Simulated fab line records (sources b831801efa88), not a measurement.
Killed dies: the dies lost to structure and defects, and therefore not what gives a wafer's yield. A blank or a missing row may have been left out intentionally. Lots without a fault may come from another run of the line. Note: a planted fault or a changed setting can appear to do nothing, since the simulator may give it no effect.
Which tool did it? ; flow sky130 ; 7 lots, 21 wafers sampled, at 2 steps of a route of 708

WHAT THE GAUGES SHOWED, per wafer
SKY_PWDE_OVL_MEAS_07.
lot;measured;on;PWDE_OVL (nm)
L717;day 3 22:46;overlay-01;0.1 0.2 -0.5
L720;day 5 09:29;overlay-02;2.8 1.7 2.8
L722;day 5 17:46;overlay-01;1.5 0.9 2.5
L735;day 8 06:59;overlay-02;2.4 3.6 1.7
L738;day 9 04:56;overlay-01;0.0 0.5 0.5

WHAT TOOL EACH LOT RAN ON (gives the tool, then ch and the chambers of the sampled wafers, and finally the start)
lot;SKY_FIELD_ISO_OXIDATION_01
L717;furnace-01 ch 0, day 1 15:08
L720;furnace-02 ch 0, day 2 06:17
L722;furnace-01 ch 0, day 2 16:07
L730;furnace-02, day 4 08:52
L732;furnace-01, day 4 18:28
L735;furnace-02 ch 0, day 5 10:10
L738;furnace-01 ch 0, day 6 00:19
- SKY_FIELD_ISO_OXIDATION_01: stabilise 600 s, purge 300 s, target thk 12 nm.

THE ANSWER, worked out from the rows above alone
Rule: what is usual is taken from the lots themselves. The widest of any qualifying gaps counts: lots, ordered by their means at a reading, are off when they make up no more than a third of the lots, leave a main group of 4 or more, and stand apart from it by 3 or more times the standard deviation of that group's means. The tables above print the reading to a certain number of digits; a main group whose means all agree to those digits is not used. Also off: a lot with no number at a reading for which 4 or more lots have one. Where the step has rows for the other lots, those lots are counted as sound.
No lot is off at any reading shown: from this, nothing can be told.

WHAT HAD BEEN PUT IN BY THE SIMULATOR
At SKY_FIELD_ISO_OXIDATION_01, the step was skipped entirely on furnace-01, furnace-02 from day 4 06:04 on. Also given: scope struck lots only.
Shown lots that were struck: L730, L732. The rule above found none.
